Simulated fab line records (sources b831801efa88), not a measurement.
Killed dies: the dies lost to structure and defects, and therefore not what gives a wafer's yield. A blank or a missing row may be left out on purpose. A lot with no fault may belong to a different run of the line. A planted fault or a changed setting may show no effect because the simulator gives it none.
Which of the tools did it? / flow gf180mcu / Sampling: 13 lots, 38 wafers, 2 of 602 route steps

== WHAT THE GAUGES READ, wafer by wafer ==
GF_M1_RS_MEAS_05: measures by four-point-probe. Usual: M1_ALCU_RS 0.0697 ohm/sq, standard deviation 0.00098.
lot=L224; measured=day 16 03:23; on=film-metro-03; M1_ALCU_RS (ohm/sq)=0.0692 0.0699 0.0693; flag=
lot=L225; measured=day 16 15:08; on=film-metro-02; M1_ALCU_RS (ohm/sq)=0.0693 0.0715 0.0695; flag=
lot=L226; measured=day 16 20:37; on=film-metro-03; M1_ALCU_RS (ohm/sq)=0.0692 0.0694 0.0678; flag=
lot=L230; measured=day 18 06:08; on=film-metro-02; M1_ALCU_RS (ohm/sq)=0.0697 0.0710 0.0697; flag=
lot=L232; measured=day 18 21:25; on=film-metro-02; M1_ALCU_RS (ohm/sq)=0.0698 0.0731; flag=
lot=L236; measured=day 20 14:53; on=film-metro-03; M1_ALCU_RS (ohm/sq)=0.0688 0.0700 0.0694; flag=
lot=L238; measured=day 21 11:48; on=film-metro-02; M1_ALCU_RS (ohm/sq)=0.0713 0.0709 0.0701; flag=
lot=L240; measured=day 21 23:25; on=film-metro-02; M1_ALCU_RS (ohm/sq)=0.0685 0.0692 0.0690; flag=
lot=L242; measured=day 22 15:41; on=film-metro-02; M1_ALCU_RS (ohm/sq)=0.0688 0.0678 0.0679; flag=
lot=L243; measured=day 23 12:20; on=film-metro-01; M1_ALCU_RS (ohm/sq)=0.0700 0.0699 0.0705; flag=
lot=L244; measured=day 23 13:51; on=film-metro-02; M1_ALCU_RS (ohm/sq)=0.0702 0.0688 0.0696; flag=
lot=L246; measured=day 24 01:31; on=film-metro-02; M1_ALCU_RS (ohm/sq)=0.0701 0.0698 0.0700; flag=
lot=L247; measured=day 24 07:19; on=film-metro-03; M1_ALCU_RS (ohm/sq)=0.0708 0.0711 0.0709; flag=

== TOOL THAT RAN EACH LOT (tool first, then ch and the chambers of the sampled wafers, then the start) ==
lot=L224; GF_M1_SPUTTER_02=pvd-sputter-04, day 16 03:18
lot=L225; GF_M1_SPUTTER_02=pvd-sputter-04, day 16 15:01
lot=L226; GF_M1_SPUTTER_02=pvd-sputter-01, day 16 20:31
lot=L230; GF_M1_SPUTTER_02=pvd-sputter-01, day 18 06:02
lot=L232; GF_M1_SPUTTER_02=pvd-sputter-01, day 18 21:16
lot=L236; GF_M1_SPUTTER_02=pvd-sputter-04, day 20 14:45
lot=L238; GF_M1_SPUTTER_02=pvd-sputter-04, day 21 11:39
lot=L240; GF_M1_SPUTTER_02=pvd-sputter-03, day 21 23:19
lot=L242; GF_M1_SPUTTER_02=pvd-sputter-03, day 22 15:34
lot=L243; GF_M1_SPUTTER_02=pvd-sputter-01, day 23 12:13
lot=L244; GF_M1_SPUTTER_02=pvd-sputter-04, day 23 13:43
lot=L246; GF_M1_SPUTTER_02=pvd-sputter-04, day 24 01:24
lot=L247; GF_M1_SPUTTER_02=pvd-sputter-04, day 24 07:12
- GF_M1_SPUTTER_02: material AlCu, target thk 450 nm, time 23.9 s.

== WHAT THE TOOLS THEMSELVES READ (means of the sampled wafers that have a number; where no wafer has one, the mark that the record gives instead) ==
GF_M1_SPUTTER_02. Usual: throttle-valve-pct at 30.8 %, with a standard deviation of 0.59.
lot=L224; tool=pvd-sputter-04; throttle-valve-pct (%)=31.1; flag=
lot=L225; tool=pvd-sputter-04; throttle-valve-pct (%)=31.1; flag=
lot=L226; tool=pvd-sputter-01; throttle-valve-pct (%)=30.6; flag=
lot=L230; tool=pvd-sputter-01; throttle-valve-pct (%)=30.5; flag=
lot=L232; tool=pvd-sputter-01; throttle-valve-pct (%)=31.1; flag=
lot=L236; tool=pvd-sputter-04; throttle-valve-pct (%)=30.9; flag=
lot=L238; tool=pvd-sputter-04; throttle-valve-pct (%)=30.7; flag=
lot=L240; tool=pvd-sputter-03; throttle-valve-pct (%)=31.0; flag=
lot=L242; tool=pvd-sputter-03; throttle-valve-pct (%)=30.4; flag=
lot=L243; tool=pvd-sputter-01; throttle-valve-pct (%)=31.4; flag=
lot=L244; tool=pvd-sputter-04; throttle-valve-pct (%)=31.0; flag=
lot=L246; tool=pvd-sputter-04; throttle-valve-pct (%)=30.9; flag=
lot=L247; tool=pvd-sputter-04; throttle-valve-pct (%)=31.0; flag=

== THE ANSWER, worked out from the rows above alone ==
Rule: a lot is off if the mean of its wafers that have a number lies more than 3 standard deviations from the usual mean. A lot without any number at a reading at which 4 lots or more have one is off too. Any other lot the step has rows for is counted as sound. The gauges are gone through in route order, then the tools' own readings, and for those a lot's mean is taken as printed above. At the first step where some lot is off, the reading lying furthest off is the one used; lots without a number count as furthest.
None of the lots is off at any reading shown; this tells nothing.

== WHAT WAS PUT IN BY THE SIMULATOR ==
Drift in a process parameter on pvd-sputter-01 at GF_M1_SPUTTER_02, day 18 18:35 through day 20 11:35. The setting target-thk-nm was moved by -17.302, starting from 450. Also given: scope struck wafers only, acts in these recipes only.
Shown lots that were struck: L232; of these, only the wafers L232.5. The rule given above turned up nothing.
